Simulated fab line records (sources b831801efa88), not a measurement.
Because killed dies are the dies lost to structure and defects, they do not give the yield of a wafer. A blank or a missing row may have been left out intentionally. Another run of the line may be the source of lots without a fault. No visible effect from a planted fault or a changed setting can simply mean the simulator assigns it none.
A lot that was struck, set against a sound lot / flow sky130 / 32 out of 708 route steps
Sound: wafers L490.1, L490.3, L490.5. Struck: wafers L505.5, L505.6. (L505.1 of the same lot was not struck and is left out.) The cause comes at the end.
Order at every step that has rows: each side's tool, ch and its chambers, its first start. Under that, the readings that differ: sound wafers / struck wafers / difference of the means / sigmas: that difference in standard deviations of wafers without a fault.
alike: words and numbers the same on both sides, and readings whose means are apart by under 2 such deviations; not compared: readings that were withheld, readings missing a value for some wafer, numbers with overlapping values and no deviation given by the record, and bounds like >300 which may hide the same value.
Wherever a step has rows on one side only, a row that says differs or no value, or a row with sigmas, the two part there. Numbers that don't overlap but have no deviation are shown without sigmas and don't part them. Lack of a reading on every wafer of one side parts them only where that side has two or more wafers.

first, 3 steps without rows for these wafers: SKY_VIA1_STRIP_17 (strips in post etch residue remover, time 1200 s); SKY_VIA1_CLEAN_18 (cleans in IPA, time 180 s); SKY_VIA1_CLEAN_19 (cleans in O3/DIW).
SKY_VIA1_SPUTTER_20: material TiN, target thk 20 nm, time 80 s.
  struck on pvd_sputter-01, day 39 10:21; sound on pvd_sputter-01, day 34 04:51
  alike: cathode_dc_power_W, throttle_valve_pct
SKY_VIA1_CVD_21: deposits W, target thk 270 nm, time 80.902 s.
  sound on cvd_w-02 ch 0,1, day 34 04:55; struck on cvd_w-01 ch 0,1, day 39 10:25
reading=heater_power_w (W); sound=921 956 912; struck=715 681; difference=-232; sigmas=-2
  alike: heater_power_outer_w
SKY_VIA1_RS_MEAS_22: the measuring method here is four-point-probe.
  struck on film_metro-04, day 39 10:30; sound on film_metro-02, day 34 05:00
  alike: VIA1_W_RS
SKY_VIA1_THK_MEAS_23: measures by xrf.
  struck on film_metro-04, day 39 10:37; sound on film_metro-02, day 34 05:07
  alike: VIA1_W_THK
then, 1 step without rows for these wafers: SKY_VIA1_CMP_24 (polishes, stops on SiO2, t overpolish 15 s, target thk 0 nm).
SKY_METAL2_SPUTTER_00: material Ti, target thk 15 nm, time 10 s.
  struck on pvd_sputter-04, day 39 10:59; sound on pvd_sputter-02, day 34 05:29
  alike: cathode_dc_power_W, throttle_valve_pct
then, 2 steps without rows for these wafers: SKY_METAL2_SPUTTER_01 (material TiN, target thk 20 nm, time 16.7 s); SKY_METAL2_SPUTTER_02 (material AlCu, target thk 250 nm, time 13.3 s).
SKY_METAL2_SPUTTER_03: material Ti, target thk 5 nm, time 3.3 s.
  struck on pvd_sputter-04, day 39 11:04; sound on pvd_sputter-02, day 34 05:34
  alike: cathode_dc_power_W, throttle_valve_pct
SKY_METAL2_SPUTTER_04: material TiN, target thk 70 nm, time 58.3 s.
  struck on pvd_sputter-04, day 39 11:05; sound on pvd_sputter-02, day 34 05:34
reading=model.TiN_of_METAL2_SPUTTER_04.thk_nm (nm); sound=69.83 68.95 69.82; struck=80.89 82.24; difference=+12.03; sigmas=
  alike: cathode_dc_power_W, throttle_valve_pct
SKY_METAL2_RS_MEAS_05: the measuring method here is four-point-probe.
  struck on film_metro-02, day 39 11:07; sound on film_metro-02, day 34 05:37
  alike: METAL2_ALCU_RS
SKY_METAL2_THK_MEAS_06: measures by xrf.
  struck on film_metro-02, day 39 11:14; sound on film_metro-02, day 34 05:44
  alike: METAL2_ALCU_THK
then, 8 steps without rows for these wafers: SKY_METAL2_DEHYDRATE_07 (time 60 s); SKY_METAL2_HMDS_08 (prime time 60 s); SKY_METAL2_COAT_09 (resist thk 60 nm); SKY_METAL2_COAT_10 (resist thk 450 nm); SKY_METAL2_SOFTBAKE_11 (time 90 s); SKY_METAL2_EXPOSE_12 (exposes mask MM2, target cd 140 nm); SKY_METAL2_PEB_13; SKY_METAL2_DEVELOP_14 (develop time 60 s).
SKY_METAL2_CD_MEAS_15 targets a cd of 140 nm.
  struck on cd_sem-02, day 40 12:06; sound on cd_sem-01, day 35 07:44
  alike: cd_nm
SKY_METAL2_OVL_MEAS_16:
  struck on overlay-02, day 40 12:13; sound on overlay-01, day 35 07:51
  alike: METAL2_OVL
then, 3 steps without rows for these wafers: SKY_METAL2_DESCUM_17 (chemistry O2, time 8 s); SKY_METAL2_ETCH_18 (etches BARC in N2/H2, stops on SiO2, time 45.9 s, target depth 60 nm); SKY_METAL2_METAL_ETCH_19 (etches the open film in Cl2/BCl3, stops on SiO2, target depth 360 nm, time 78 s).
SKY_METAL2_STRIP_20: strips in O2/N2.
  sound on plasma_asher-01 ch 0,1, day 35 08:04; struck on plasma_asher-02 ch 0,1, day 40 12:26
  alike: drypump_motor_current_A, oes_product_au, strip_time_to_endpoint_s
  not compared: rf_hours_counter_h
SKY_METAL2_STRIP_21: strips in post etch residue remover, time 1200 s.
  sound on wet_bench-01 ch 1, day 35 08:10; struck on wet_bench-04 ch 0, day 40 12:32
reading=model.TiN_of_METAL2_SPUTTER_04.thk_nm (nm); sound=69.41 68.53 69.4; struck=80.47 81.82; difference=+12.03; sigmas=
  alike: bath_heat_duty_pct
then, 1 step without rows for these wafers: SKY_METAL2_CLEAN_22 (cleans in IPA, time 180 s).
-- the record jumps here: 9 days lie between the struck wafers' starts before and after (it left off in module METAL2 and takes up again in module PAD_OPEN, whose first step shown is number 708 of the route) --
SKY_PAD_OPEN_PROBE_99:
  struck on prober-01, day 49 19:33; sound on prober-02, day 45 22:33
reading=killed_at_contacts; sound=22 21 21; struck=29 38; difference=+12; sigmas=+2
  alike: defect_limited_yield, killed_at_M0_to_M3, killed_at_M4_up, killed_at_front_end, killed_at_other, killed_dies, killed_open, killed_short, sort_bin_3_pad_short, sort_bin_5_function, sort_bin_6_memory, sort_n_pass, sort_yield_pct

WHERE THEY PART
First at SKY_VIA1_CVD_21; last, within this record, at SKY_PAD_OPEN_PROBE_99.

WHY: what the simulator had put in
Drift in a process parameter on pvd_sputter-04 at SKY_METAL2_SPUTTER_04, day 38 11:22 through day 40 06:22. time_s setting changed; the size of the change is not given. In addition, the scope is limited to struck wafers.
